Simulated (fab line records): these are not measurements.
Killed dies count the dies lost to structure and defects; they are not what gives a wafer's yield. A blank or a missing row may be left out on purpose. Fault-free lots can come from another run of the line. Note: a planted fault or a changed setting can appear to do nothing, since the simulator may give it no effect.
Which tool is to blame? | flow sky130 | 13 lots, 39 wafers sampled, at 2 steps of a route of 708

WHAT THE GAUGES READ, wafer by wafer
SKY_DNWELL_TW_MEAS_09.
lot  | measured    | on            | DNWELL_TW
L123 | day 3 01:44 | film-metro-01 | 1098 1091 1101
L124 | day 3 07:02 | film-metro-01 | 1093 1095 1095
L126 | day 3 18:55 | film-metro-02 | 1117 1116 1116
L127 | day 4 00:51 | film-metro-02 | 1124 1121 1131
L130 | day 4 18:19 | film-metro-02 | 1112 1113 1110
L131 | day 4 19:11 | film-metro-02 | 1114 1118 1108
L132 | day 5 13:55 | film-metro-04 | 1102 1098 1094
L133 | day 5 17:14 | film-metro-01 | 1081 1081 1084
L134 | day 5 17:18 | film-metro-04 | 1102 1105 1113
L136 | day 6 03:13 | film-metro-04 | 1106 1108 1105
L137 | day 6 05:54 | film-metro-01 | 1100 1103 1103
L138 | day 6 10:02 | film-metro-02 | 1109 1114 1120
L139 | day 6 15:08 | film-metro-01 | 1095 1090 1093

SKY_PWDE_OVL_MEAS_07.
lot  | measured    | on         | PWDE_OVL (nm)
L123 | day 3 16:50 | overlay-01 | -0.1 -0.8 -2.3
L124 | day 3 21:32 | overlay-01 | 0.9 -0.1 -0.2
L126 | day 4 08:48 | overlay-02 | 0.7 2.6 -0.4
L127 | day 4 17:41 | overlay-01 | 1.9 -0.1 1.6
L130 | day 5 11:17 | overlay-02 | -0.3 2.4 0.3
L131 | day 5 12:53 | overlay-01 | 1.5 2.4 -0.4
L132 | day 6 08:47 | overlay-02 | 0.3 0.7 1.3
L133 | day 6 11:59 | overlay-02 | -0.5 0.0 1.8
L134 | day 6 12:53 | overlay-02 | 0.2 0.8 0.1
L136 | day 6 23:09 | overlay-01 | 1.9 2.2 1.1
L137 | day 7 00:47 | overlay-01 | 3.7 2.1 4.0
L138 | day 7 05:17 | overlay-01 | 2.8 -0.2 1.3
L139 | day 7 10:35 | overlay-02 | 1.9 1.7 2.4

TOOL THAT RAN EACH LOT (tool first, then ch and the chambers of the sampled wafers, then the start)
The record shows no process step preceding these readings.

AS READ BY THE TOOLS THEMSELVES (means over the sampled wafers that have a number; for cases with no such wafer, the mark the record gives instead)
The record holds no such reading with a usual standard deviation.

THE ANSWER, worked out from the rows above alone
Rule: what is usual is taken from the lots themselves. The widest of any qualifying gaps counts: lots, ordered by their means at a reading, are off when they make up no more than a third of the lots, leave a main group of 4 or more, and stand apart from it by 3 or more times the standard deviation of that group's means. Not used: any main group whose means are identical at the precision the tables above print for the reading. Also off: a lot with no number at a reading for which 4 or more lots have one. All remaining lots with rows at the step are treated as sound. After the gauges, taken in route order, come the tools' own readings; for these a lot's mean is taken, as printed above. The first step at which some lot is off is used, and at that step the reading that is off furthest; a lot without a number counts as furthest.
No lot is off on any of the readings shown, so nothing can be concluded from this.

WHAT THE SIMULATOR PUT IN
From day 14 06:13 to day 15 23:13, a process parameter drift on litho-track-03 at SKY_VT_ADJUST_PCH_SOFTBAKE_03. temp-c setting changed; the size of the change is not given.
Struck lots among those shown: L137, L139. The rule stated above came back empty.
